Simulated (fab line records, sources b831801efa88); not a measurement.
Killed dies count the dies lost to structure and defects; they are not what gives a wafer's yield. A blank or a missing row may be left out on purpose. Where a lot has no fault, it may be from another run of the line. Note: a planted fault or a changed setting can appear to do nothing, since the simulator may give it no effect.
A lot that was struck, set against a sound lot :: flow sky130 :: 44 steps out of a route of 708
Sound: wafers L812.4, L812.5, L812.6. Wafers struck: L822.1, L822.4, L822.6. The cause is given at the end.
At each step with rows: each side's tool, then ch and its chambers, then its first start. Under that, the readings that differ: sound wafers :: struck wafers :: difference of the means :: sigmas: that difference in standard deviations of wafers without a fault.
alike: a reading whose means differ by less than 2 such deviations, as well as words and numbers matching on both sides. not compared: withheld readings; readings where some wafer has no value; bounds like >300 that might hide an equal value; numbers whose values overlap and for which the record gives no deviation.
Wherever a step has rows on one side only, a row that says differs or no value, or a row with sigmas, the two part there. Numbers that have no deviation but don't overlap get no sigmas and don't part them. A reading that every wafer of one side lacks parts them only if that side has two wafers or more.

first, 6 steps without rows for these wafers: SKY_VT_ADJUST_LVTN_HMDS_12 (prime time 60 s); SKY_VT_ADJUST_LVTN_COAT_13 (resist thk 1140 nm); SKY_VT_ADJUST_LVTN_SOFTBAKE_14 (time 60 s); SKY_VT_ADJUST_LVTN_EXPOSE_15 (exposes mask HVN STD DERIVED, target cd 600 nm); SKY_VT_ADJUST_LVTN_PEB_16; SKY_VT_ADJUST_LVTN_DEVELOP_17 (develop time 60 s).
SKY_VT_ADJUST_LVTN_OVL_MEAS_18:
  sound on overlay-02 at day 10 09:28; struck on overlay-01 at day 13 04:47
  alike: VT_ADJUST_LVTN_01_OVL
after that, 1 step had no rows for these wafers: SKY_VT_ADJUST_LVTN_IMPLANT_19.
SKY_VT_ADJUST_LVTN_STRIP_20: strips in O2/N2.
  sound on plasma asher-04 ch 0,1, day 10 09:40; struck on plasma asher-02 ch 1, day 13 04:59
reading: oes product au (a.u.)
sound: 0.711 0.711 0.709
struck: 0.723 0.719 0.720
difference: +0.010
sigmas: +2
  alike: drypump motor current A, strip time to endpoint s
  not compared: rf hours counter h
SKY_VT_ADJUST_LVTN_TW_MEAS_21:
  sound on film metro-02 at day 10 09:45; struck on film metro-01 at day 13 05:05
  alike: VT_ADJUST_LVTN_2_TW
then, 2 steps without rows for these wafers: SKY_VT_ADJUST_NCORE_DEHYDRATE_00 (time 60 s); SKY_VT_ADJUST_NCORE_HMDS_01 (prime time 60 s).
SKY_VT_ADJUST_NCORE_COAT_02: resist thk 1140 nm.
  sound on litho track-01 ch 0, day 10 20:37; struck on litho track-01, day 13 17:20
  no value came back on the struck wafers for chill plate temp C (C), dispense pressure kPa (kPa), exhaust pa (Pa); on the sound wafers chill plate temp C (C) reads 22.83 22.84 23.11
then, 4 steps without rows for these wafers: SKY_VT_ADJUST_NCORE_SOFTBAKE_03 (time 60 s); SKY_VT_ADJUST_NCORE_EXPOSE_04 (exposes mask LVTN COMPLEMENT THIN, target cd 380 nm); SKY_VT_ADJUST_NCORE_PEB_05; SKY_VT_ADJUST_NCORE_DEVELOP_06 (develop time 60 s).
SKY_VT_ADJUST_NCORE_CD_MEAS_07: target cd 380 nm.
  sound on cd sem-02 at day 11 08:33; struck on cd sem-01 at day 14 06:31
reading: cd nm (nm)
sound: 378.1 377.8 377.7
struck: - - -
difference: no value on the struck wafers
sigmas: 
SKY_VT_ADJUST_NCORE_OVL_MEAS_08:
  sound on overlay-02 at day 11 08:38; struck on overlay-02 at day 14 06:38
reading: VT_ADJUST_NCORE_OVL (nm)
sound: -1.5 -0.9 -0.4
struck: - - -
difference: no value on the struck wafers
sigmas: 
after that, 1 step had no rows for these wafers: SKY_VT_ADJUST_NCORE_IMPLANT_09.
SKY_VT_ADJUST_NCORE_STRIP_10: strips in O2/N2.
  sound on plasma asher-02 ch 0,1, day 11 08:59; struck on plasma asher-02 ch 1, day 14 06:49
  no value came back on the struck wafers for oes product au (a.u.), strip time to endpoint s (s); on the sound wafers oes product au (a.u.) reads 0.715 0.715 0.719
  alike: drypump motor current A
  not compared: rf hours counter h
SKY_VT_ADJUST_NCORE_TW_MEAS_11:
  sound on film metro-02 at day 11 09:05; struck on film metro-04 at day 14 06:55
  alike: VT_ADJUST_NCORE_TW
then, 7 steps without rows for these wafers: SKY_VT_ADJUST_HVTR_DEHYDRATE_00 (time 60 s); SKY_VT_ADJUST_HVTR_HMDS_01 (prime time 60 s); SKY_VT_ADJUST_HVTR_COAT_02 (resist thk 1140 nm); SKY_VT_ADJUST_HVTR_SOFTBAKE_03 (time 60 s); SKY_VT_ADJUST_HVTR_EXPOSE_04 (exposes mask HVTRM, target cd 380 nm); SKY_VT_ADJUST_HVTR_PEB_05; SKY_VT_ADJUST_HVTR_DEVELOP_06 (develop time 60 s).
SKY_VT_ADJUST_HVTR_CD_MEAS_07: target cd 380 nm.
  sound on cd sem-01 at day 12 09:15; struck on cd sem-01 at day 15 10:00
  alike: cd nm
SKY_VT_ADJUST_HVTR_OVL_MEAS_08:
  sound on overlay-01 at day 12 09:19; struck on overlay-02 at day 15 10:07
  alike: VT_ADJUST_HVTR_OVL
after that, 1 step had no rows for these wafers: SKY_VT_ADJUST_HVTR_IMPLANT_09.
SKY_VT_ADJUST_HVTR_STRIP_10: strips in O2/N2.
  sound on plasma asher-03 ch 0,1, day 12 09:32; struck on plasma asher-03 ch 1, day 15 10:19
  alike: drypump motor current A, oes product au, strip time to endpoint s
  not compared: rf hours counter h
SKY_VT_ADJUST_HVTR_TW_MEAS_11:
  sound on film metro-04 at day 12 09:37; struck on film metro-04 at day 15 10:25
reading: VT_ADJUST_HVTR_TW
sound: 214.9 215.2 215.5
struck: 268.3 266.9 268.8
difference: +52.8
sigmas: +21
then, 7 steps without rows for these wafers: SKY_VT_ADJUST_PCH_DEHYDRATE_00 (time 60 s); SKY_VT_ADJUST_PCH_HMDS_01 (prime time 60 s); SKY_VT_ADJUST_PCH_COAT_02 (resist thk 3000 nm); SKY_VT_ADJUST_PCH_SOFTBAKE_03; SKY_VT_ADJUST_PCH_EXPOSE_04 (exposes mask NWM, target cd 840 nm); SKY_VT_ADJUST_PCH_PEB_05; SKY_VT_ADJUST_PCH_DEVELOP_06 (develop time 60 s).
SKY_VT_ADJUST_PCH_OVL_MEAS_07:
  sound on overlay-01 at day 13 09:58; struck on overlay-02 at day 16 14:56
reading: VT_ADJUST_PCH_OVL (nm)
sound: 1.3 2.8 -0.1
struck: -2.5 -0.9 -1.5
difference: -3.0
sigmas: -2
SKY_VT_ADJUST_PCH_TW_MEAS_10:
  sound on film metro-02 at day 13 10:16; struck on film metro-01 at day 16 15:14
reading: VT_ADJUST_PCH_TW
sound: 141.9 142.2 141.8
struck: 232.5 234.0 232.6
difference: +91.1
sigmas: +83
SKY_SONOS_TUNNEL_TW_MEAS_12:
  sound on film metro-04 at day 14 12:31; struck on film metro-02 at day 17 18:28
reading: SONOS_TUNNEL_TW
sound: 201.2 202.4 200.2
struck: 252.4 251.4 251.4
difference: +50.5
sigmas: +19

== WHERE THEY PART ==
At SKY_VT_ADJUST_LVTN_STRIP_20 first; at SKY_SONOS_TUNNEL_TW_MEAS_12 last (within this record only).

WHY: what had been put in by the simulator
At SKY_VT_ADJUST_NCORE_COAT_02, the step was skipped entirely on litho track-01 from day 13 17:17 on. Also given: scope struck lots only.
